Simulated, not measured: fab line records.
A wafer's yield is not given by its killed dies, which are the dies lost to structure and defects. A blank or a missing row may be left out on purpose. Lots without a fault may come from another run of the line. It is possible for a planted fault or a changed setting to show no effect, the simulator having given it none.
The tool behind it: which one? / flow sky130 / 24 lots with 72 wafers sampled at 6 steps, on a route of 708 steps

== WHAT EACH GAUGE READ, for each wafer ==
SKY_FIELD_ISO_THK_MEAS_02. Usual: FIELD_ISO_OXIDATION_00_THK gives 11.94 nm (standard deviation 0.19).
lot=L074; measured=day 1 11:39; on=film_metro-03; FIELD_ISO_OXIDATION_00_THK (nm)=12.19 12.04 11.84; flag=
lot=L075; measured=day 1 16:39; on=film_metro-04; FIELD_ISO_OXIDATION_00_THK (nm)=11.97 11.96 11.98; flag=
lot=L076; measured=day 1 21:38; on=film_metro-01; FIELD_ISO_OXIDATION_00_THK (nm)=11.68 11.96 11.78; flag=
lot=L077; measured=day 2 02:59; on=film_metro-01; FIELD_ISO_OXIDATION_00_THK (nm)=12.23 12.24 12.14; flag=
lot=L078; measured=day 2 07:38; on=film_metro-03; FIELD_ISO_OXIDATION_00_THK (nm)=11.86 11.88 11.90; flag=
lot=L079; measured=day 2 13:51; on=film_metro-04; FIELD_ISO_OXIDATION_00_THK (nm)=11.72 11.90 11.73; flag=
lot=L080; measured=day 2 18:41; on=film_metro-01; FIELD_ISO_OXIDATION_00_THK (nm)=12.21 12.29 12.40; flag=
lot=L081; measured=day 2 22:39; on=film_metro-01; FIELD_ISO_OXIDATION_00_THK (nm)=11.76 11.94 11.63; flag=
lot=L082; measured=day 3 03:39; on=film_metro-03; FIELD_ISO_OXIDATION_00_THK (nm)=11.97 12.30 12.26; flag=
lot=L083; measured=day 3 08:47; on=film_metro-01; FIELD_ISO_OXIDATION_00_THK (nm)=11.89 11.93 11.78; flag=
lot=L084; measured=day 3 14:09; on=film_metro-04; FIELD_ISO_OXIDATION_00_THK (nm)=11.92 12.33 11.83; flag=
lot=L085; measured=day 3 19:13; on=film_metro-04; FIELD_ISO_OXIDATION_00_THK (nm)=11.61 11.87 11.80; flag=
lot=L086; measured=day 3 23:38; on=film_metro-03; FIELD_ISO_OXIDATION_00_THK (nm)=11.63 11.47 11.82; flag=
lot=L087; measured=day 4 04:38; on=film_metro-04; FIELD_ISO_OXIDATION_00_THK (nm)=11.67 11.96 11.71; flag=
lot=L088; measured=day 4 09:41; on=film_metro-01; FIELD_ISO_OXIDATION_00_THK (nm)=11.96 11.85 11.99; flag=
lot=L089; measured=day 4 14:56; on=film_metro-04; FIELD_ISO_OXIDATION_00_THK (nm)=11.90 11.88 11.80; flag=
lot=L090; measured=day 4 20:36; on=film_metro-01; FIELD_ISO_OXIDATION_00_THK (nm)=12.09 11.97 11.84; flag=
lot=L091; measured=day 5 01:17; on=film_metro-01; FIELD_ISO_OXIDATION_00_THK (nm)=11.93 11.93 11.88; flag=
lot=L092; measured=day 5 06:27; on=film_metro-01; FIELD_ISO_OXIDATION_00_THK (nm)=12.15 11.91 12.04; flag=
lot=L093; measured=day 5 11:17; on=film_metro-04; FIELD_ISO_OXIDATION_00_THK (nm)=11.99 12.36 12.23; flag=
lot=L094; measured=day 5 15:49; on=film_metro-04; FIELD_ISO_OXIDATION_00_THK (nm)=11.92 11.75 11.79; flag=
lot=L095; measured=day 5 21:02; on=film_metro-03; FIELD_ISO_OXIDATION_00_THK (nm)=11.86 11.91 12.07; flag=
lot=L096; measured=day 6 01:56; on=film_metro-04; FIELD_ISO_OXIDATION_00_THK (nm)=11.99 12.07 12.12; flag=
lot=L097; measured=day 6 09:40; on=film_metro-01; FIELD_ISO_OXIDATION_00_THK (nm)=11.63 11.63 11.68; flag=

SKY_FIELD_ISO_THK_MEAS_23. Usual: FIELD_ISO_OXIDATION_01_THK gives 9.93 nm (standard deviation 0.15).
lot=L074; measured=day 2 10:04; on=film_metro-04; FIELD_ISO_OXIDATION_01_THK (nm)=10.06 10.16 10.15; flag=
lot=L075; measured=day 2 12:40; on=film_metro-03; FIELD_ISO_OXIDATION_01_THK (nm)=10.03 10.12 10.05; flag=
lot=L076; measured=day 2 17:49; on=film_metro-04; FIELD_ISO_OXIDATION_01_THK (nm)=9.97 10.04 10.06; flag=
lot=L077; measured=day 2 21:59; on=film_metro-04; FIELD_ISO_OXIDATION_01_THK (nm)=9.80 10.09 9.93; flag=
lot=L078; measured=day 3 02:02; on=film_metro-04; FIELD_ISO_OXIDATION_01_THK (nm)=9.96 10.11 9.97; flag=
lot=L079; measured=day 3 11:02; on=film_metro-04; FIELD_ISO_OXIDATION_01_THK (nm)=10.22 9.95 10.25; flag=
lot=L080; measured=day 3 14:06; on=film_metro-01; FIELD_ISO_OXIDATION_01_THK (nm)=9.66 9.85 9.69; flag=
lot=L081; measured=day 3 17:43; on=film_metro-04; FIELD_ISO_OXIDATION_01_THK (nm)=9.95 10.05 9.96; flag=
lot=L082; measured=day 3 23:38; on=film_metro-01; FIELD_ISO_OXIDATION_01_THK (nm)=9.71 9.54 9.62; flag=
lot=L083; measured=day 4 05:13; on=film_metro-01; FIELD_ISO_OXIDATION_01_THK (nm)=9.74 9.96 9.67; flag=
lot=L084; measured=day 4 11:04; on=film_metro-01; FIELD_ISO_OXIDATION_01_THK (nm)=9.89 9.99 9.96; flag=
lot=L085; measured=day 4 18:13; on=film_metro-03; FIELD_ISO_OXIDATION_01_THK (nm)=9.94 10.16 10.08; flag=
lot=L086; measured=day 4 22:05; on=film_metro-04; FIELD_ISO_OXIDATION_01_THK (nm)=9.85 9.97 9.85; flag=
lot=L087; measured=day 5 03:49; on=film_metro-04; FIELD_ISO_OXIDATION_01_THK (nm)=10.18 10.07 10.10; flag=
lot=L088; measured=day 5 07:35; on=film_metro-04; FIELD_ISO_OXIDATION_01_THK (nm)=10.01 9.94 9.87; flag=
lot=L089; measured=day 5 12:35; on=film_metro-04; FIELD_ISO_OXIDATION_01_THK (nm)=9.96 10.18 9.96; flag=
lot=L090; measured=day 5 17:59; on=film_metro-03; FIELD_ISO_OXIDATION_01_THK (nm)=9.88 9.95 9.78; flag=
lot=L091; measured=day 6 00:25; on=film_metro-04; FIELD_ISO_OXIDATION_01_THK (nm)=9.95 9.96 9.90; flag=
lot=L092; measured=day 6 03:53; on=film_metro-04; FIELD_ISO_OXIDATION_01_THK (nm)=9.99 9.76 9.82; flag=
lot=L093; measured=day 7 16:27; on=film_metro-04; FIELD_ISO_OXIDATION_01_THK (nm)=9.56 9.69 9.76; flag=
lot=L094; measured=day 7 16:24; on=film_metro-04; FIELD_ISO_OXIDATION_01_THK (nm)=9.84 9.63 9.61; flag=
lot=L095; measured=day 7 16:26; on=film_metro-01; FIELD_ISO_OXIDATION_01_THK (nm)=10.05 9.98 9.96; flag=
lot=L096; measured=day 7 16:23; on=film_metro-03; FIELD_ISO_OXIDATION_01_THK (nm)=10.09 9.87 9.96; flag=
lot=L097; measured=day 7 16:23; on=film_metro-01; FIELD_ISO_OXIDATION_01_THK (nm)=9.77 9.74 9.75; flag=

SKY_PWDE_TW_MEAS_10. Usual: PWDE_TW gives 372 (standard deviation 3).
lot=L074; measured=day 4 00:07; on=film_metro-01; PWDE_TW=375 377 373; flag=
lot=L075; measured=day 4 02:55; on=film_metro-01; PWDE_TW=375 375 374; flag=
lot=L076; measured=day 4 08:19; on=film_metro-02; PWDE_TW=367 368 367; flag=
lot=L077; measured=day 4 10:37; on=film_metro-01; PWDE_TW=374 377 377; flag=
lot=L078; measured=day 4 16:34; on=film_metro-03; PWDE_TW=371 370 368; flag=
lot=L079; measured=day 5 02:18; on=film_metro-02; PWDE_TW=374 375 373; flag=
lot=L080; measured=day 5 03:50; on=film_metro-03; PWDE_TW=369 371 369; flag=
lot=L081; measured=day 5 08:20; on=film_metro-03; PWDE_TW=369 372 371; flag=
lot=L082; measured=day 5 15:20; on=film_metro-03; PWDE_TW=372 372 372; flag=
lot=L083; measured=day 5 22:43; on=film_metro-01; PWDE_TW=375 373 376; flag=
lot=L084; measured=day 6 03:25; on=film_metro-02; PWDE_TW=370 371 369; flag=
lot=L085; measured=day 6 09:55; on=film_metro-03; PWDE_TW=374 375 372; flag=
lot=L086; measured=day 6 13:08; on=film_metro-02; PWDE_TW=370 372 370; flag=
lot=L087; measured=day 6 17:34; on=film_metro-02; PWDE_TW=370 366 369; flag=
lot=L088; measured=day 6 20:58; on=film_metro-03; PWDE_TW=371 373 372; flag=
lot=L089; measured=day 7 01:10; on=film_metro-01; PWDE_TW=374 374 375; flag=
lot=L090; measured=day 7 08:01; on=film_metro-01; PWDE_TW=374 375 373; flag=
lot=L091; measured=day 7 16:45; on=film_metro-02; PWDE_TW=369 365 370; flag=
lot=L092; measured=day 8 02:27; on=film_metro-01; PWDE_TW=375 375 375; flag=
lot=L093; measured=day 9 16:30; on=film_metro-01; PWDE_TW=377 376 377; flag=
lot=L094; measured=day 9 15:50; on=film_metro-03; PWDE_TW=372 371 372; flag=
lot=L095; measured=day 9 16:01; on=film_metro-01; PWDE_TW=377 377 377; flag=
lot=L096; measured=day 9 16:11; on=film_metro-03; PWDE_TW=369 371 370; flag=
lot=L097; measured=day 9 15:40; on=film_metro-01; PWDE_TW=375 376 376; flag=

SKY_NWELL_OVL_MEAS_10. Usual: NWELL_00_OVL gives 0.5 nm (standard deviation 1.4).
lot=L074; measured=day 4 17:32; on=overlay-02; NWELL_00_OVL (nm)=-0.3 0.0 -0.1; flag=
lot=L075; measured=day 4 19:36; on=overlay-01; NWELL_00_OVL (nm)=1.7 3.4 3.4; flag=
lot=L076; measured=day 5 01:41; on=overlay-02; NWELL_00_OVL (nm)=-1.9 0.2 -0.7; flag=
lot=L077; measured=day 5 03:59; on=overlay-01; NWELL_00_OVL (nm)=-0.7 -1.2 0.3; flag=
lot=L078; measured=day 5 09:13; on=overlay-02; NWELL_00_OVL (nm)=0.4 -0.7 1.2; flag=
lot=L079; measured=day 5 20:38; on=overlay-02; NWELL_00_OVL (nm)=0.3 -0.6 -0.4; flag=
lot=L080; measured=day 5 21:44; on=overlay-02; NWELL_00_OVL (nm)=2.7 1.2 0.7; flag=
lot=L081; measured=day 6 01:51; on=overlay-01; NWELL_00_OVL (nm)=-0.8 0.3 -3.9; flag=
lot=L082; measured=day 6 08:32; on=overlay-02; NWELL_00_OVL (nm)=0.0 0.1 -1.1; flag=
lot=L083; measured=day 6 14:17; on=overlay-01; NWELL_00_OVL (nm)=-0.3 1.8 1.4; flag=
lot=L084; measured=day 6 18:31; on=overlay-01; NWELL_00_OVL (nm)=2.6 2.0 1.4; flag=
lot=L085; measured=day 7 00:32; on=overlay-02; NWELL_00_OVL (nm)=0.6 1.4 1.1; flag=
lot=L086; measured=day 7 07:20; on=overlay-02; NWELL_00_OVL (nm)=3.1 1.0 1.4; flag=
lot=L087; measured=day 7 12:59; on=overlay-01; NWELL_00_OVL (nm)=0.1 -1.1 -2.0; flag=
lot=L088; measured=day 7 17:44; on=overlay-01; NWELL_00_OVL (nm)=1.2 -0.7 0.6; flag=
lot=L089; measured=day 7 21:40; on=overlay-02; NWELL_00_OVL (nm)=-1.5 0.5 2.6; flag=
lot=L090; measured=day 8 03:47; on=overlay-02; NWELL_00_OVL (nm)=-0.2 2.3 4.7; flag=
lot=L091; measured=day 8 12:53; on=overlay-02; NWELL_00_OVL (nm)=-0.3 -0.6 -1.2; flag=
lot=L092; measured=day 8 21:50; on=overlay-01; NWELL_00_OVL (nm)=-1.1 -1.4 -1.2; flag=
lot=L093; measured=day 10 14:50; on=overlay-01; NWELL_00_OVL (nm)=1.6 -0.6 0.6; flag=
lot=L094; measured=day 10 13:33; on=overlay-01; NWELL_00_OVL (nm)=2.8 2.1 -0.1; flag=
lot=L095; measured=day 10 14:29; on=overlay-01; NWELL_00_OVL (nm)=1.9 1.3 2.0; flag=
lot=L096; measured=day 10 14:32; on=overlay-02; NWELL_00_OVL (nm)=-0.6 0.0 0.0; flag=
lot=L097; measured=day 10 13:20; on=overlay-01; NWELL_00_OVL (nm)=-0.4 0.5 0.2; flag=

SKY_SONOS_ONO_THK_MEAS_05. Usual: SONOS_ONO_CVD_04_THK gives 5.73 nm (standard deviation 0.12).
lot=L074; measured=day 11 14:20; on=film_metro-04; SONOS_ONO_CVD_04_THK (nm)=5.61 5.55 5.58; flag=
lot=L075; measured=day 11 17:13; on=film_metro-01; SONOS_ONO_CVD_04_THK (nm)=5.62 5.69 5.63; flag=
lot=L076; measured=day 12 01:09; on=film_metro-01; SONOS_ONO_CVD_04_THK (nm)=5.56 5.56 5.57; flag=
lot=L077; measured=day 12 03:59; on=film_metro-03; SONOS_ONO_CVD_04_THK (nm)=5.72 5.72 5.68; flag=
lot=L078; measured=day 12 09:33; on=film_metro-01; SONOS_ONO_CVD_04_THK (nm)=5.77 5.68 5.80; flag=
lot=L079; measured=day 13 03:06; on=film_metro-04; SONOS_ONO_CVD_04_THK (nm)=5.52 5.54 5.61; flag=
lot=L080; measured=day 13 04:20; on=film_metro-04; SONOS_ONO_CVD_04_THK (nm)=5.82 5.71 5.73; flag=
lot=L081; measured=day 13 13:15; on=film_metro-04; SONOS_ONO_CVD_04_THK (nm)=5.66 5.65 5.63; flag=
lot=L082; measured=day 13 19:29; on=film_metro-04; SONOS_ONO_CVD_04_THK (nm)=5.74 5.73 5.72; flag=
lot=L083; measured=day 14 09:26; on=film_metro-04; SONOS_ONO_CVD_04_THK (nm)=5.94 5.83 5.84; flag=
lot=L084; measured=day 14 16:44; on=film_metro-01; SONOS_ONO_CVD_04_THK (nm)=5.61 5.75 5.80; flag=
lot=L085; measured=day 14 19:58; on=film_metro-01; SONOS_ONO_CVD_04_THK (nm)=5.75 5.74 5.88; flag=
lot=L086; measured=day 15 07:41; on=film_metro-01; SONOS_ONO_CVD_04_THK (nm)=5.95 5.90 5.88; flag=
lot=L087; measured=day 15 13:37; on=film_metro-04; SONOS_ONO_CVD_04_THK (nm)=5.93 5.96 5.93; flag=
lot=L088; measured=day 15 21:49; on=film_metro-03; SONOS_ONO_CVD_04_THK (nm)=5.71 5.76 5.70; flag=
lot=L089; measured=day 16 03:50; on=film_metro-01; SONOS_ONO_CVD_04_THK (nm)=5.76 5.81 5.82; flag=
lot=L090; measured=day 16 10:42; on=film_metro-03; SONOS_ONO_CVD_04_THK (nm)=5.88 5.86 5.87; flag=
lot=L091; measured=day 17 00:46; on=film_metro-03; SONOS_ONO_CVD_04_THK (nm)=5.69 5.57 5.52; flag=
lot=L092; measured=day 17 11:52; on=film_metro-03; SONOS_ONO_CVD_04_THK (nm)=5.83 5.92 5.81; flag=
lot=L093; measured=day 19 22:31; on=film_metro-04; SONOS_ONO_CVD_04_THK (nm)=5.85 5.69 5.65; flag=
lot=L094; measured=day 19 19:21; on=film_metro-01; SONOS_ONO_CVD_04_THK (nm)=5.81 5.75 5.76; flag=
lot=L095; measured=day 19 22:30; on=film_metro-03; SONOS_ONO_CVD_04_THK (nm)=5.79 5.87 5.81; flag=
lot=L096; measured=day 19 23:46; on=film_metro-01; SONOS_ONO_CVD_04_THK (nm)=5.57 5.49 5.51; flag=
lot=L097; measured=day 19 16:41; on=film_metro-01; SONOS_ONO_CVD_04_THK (nm)=5.70 5.69 5.77; flag=

SKY_POLY_GATE_OVL_MEAS_14. Usual: POLY_GATE_OVL gives -2 nm (standard deviation 5.1).
lot=L074; measured=day 16 03:14; on=overlay-01; POLY_GATE_OVL (nm)=-1 -2 -2; flag=
lot=L075; measured=day 16 08:08; on=overlay-01; POLY_GATE_OVL (nm)=-5 -1 -5; flag=
lot=L076; measured=day 16 14:35; on=overlay-01; POLY_GATE_OVL (nm)=-3 -5 -8; flag=
lot=L077; measured=day 17 01:58; on=overlay-01; POLY_GATE_OVL (nm)=-6 0 -3; flag=
lot=L078; measured=day 17 07:51; on=overlay-01; POLY_GATE_OVL (nm)=-8 -5 -10; flag=
lot=L079; measured=day 18 04:30; on=overlay-02; POLY_GATE_OVL (nm)=-3 -5 -9; flag=
lot=L080; measured=day 18 04:50; on=overlay-01; POLY_GATE_OVL (nm)=-10 -10 -3; flag=
lot=L081; measured=day 18 13:15; on=overlay-01; POLY_GATE_OVL (nm)=-5 -10 -6; flag=
lot=L082; measured=day 18 19:51; on=overlay-01; POLY_GATE_OVL (nm)=-5 -2 -1; flag=
lot=L083; measured=day 19 12:44; on=overlay-02; POLY_GATE_OVL (nm)=-8 -12 -6; flag=
lot=L084; measured=day 20 00:35; on=overlay-01; POLY_GATE_OVL (nm)=0 -6 -3; flag=
lot=L085; measured=day 20 01:48; on=overlay-01; POLY_GATE_OVL (nm)=0 4 -7; flag=
lot=L086; measured=day 20 12:34; on=overlay-01; POLY_GATE_OVL (nm)=8 0 1; flag=
lot=L087; measured=day 20 19:21; on=overlay-02; POLY_GATE_OVL (nm)=-6 -6 -3; flag=
lot=L088; measured=day 21 05:50; on=overlay-02; POLY_GATE_OVL (nm)=-4 -6 -14; flag=
lot=L089; measured=day 21 14:26; on=overlay-02; POLY_GATE_OVL (nm)=-13 -5 -9; flag=
lot=L090; measured=day 21 19:26; on=overlay-02; POLY_GATE_OVL (nm)=1 -4 3; flag=
lot=L091; measured=day 22 11:30; on=overlay-01; POLY_GATE_OVL (nm)=2 3 4; flag=
lot=L092; measured=day 23 03:25; on=overlay-01; POLY_GATE_OVL (nm)=8 -2 -2; flag=
lot=L093; measured=day 25 05:05; on=overlay-01; POLY_GATE_OVL (nm)=0 -2 2; flag=
lot=L094; measured=day 25 01:50; on=overlay-01; POLY_GATE_OVL (nm)=5 10 7; flag=
lot=L095; measured=day 25 03:22; on=overlay-01; POLY_GATE_OVL (nm)=10 4 3; flag=
lot=L096; measured=day 25 08:58; on=overlay-02; POLY_GATE_OVL (nm)=-1 5 3; flag=
lot=L097; measured=day 25 00:57; on=overlay-01; POLY_GATE_OVL (nm)=-6 1 -4; flag=

== WHICH TOOL RAN EACH LOT (tool, then ch and the chambers of the sampled wafers, then the start) ==
There is no process step in the record ahead of these readings.

== WHAT THE TOOLS THEMSELVES READ (means of the sampled wafers that have a number; where no wafer has one, the mark that the record gives instead) ==
The record holds no such reading with a usual standard deviation.

== THE ANSWER, worked out from the rows above alone ==
Rule: take the mean of a lot's wafers that have a number; if it is more than 3 standard deviations from the usual mean, the lot is off. Also off: a lot with no number at a reading for which 4 or more lots have one. All remaining lots with rows at the step are treated as sound. Order of review: gauges by route order, followed by the tools' own readings, for which a lot's mean as printed above is used. At the first step where some lot is off, the reading lying furthest off is the one used; lots without a number count as furthest.
No lot is off at any reading shown: from this, nothing can be told.

== WHAT THE SIMULATOR HAD PUT IN ==
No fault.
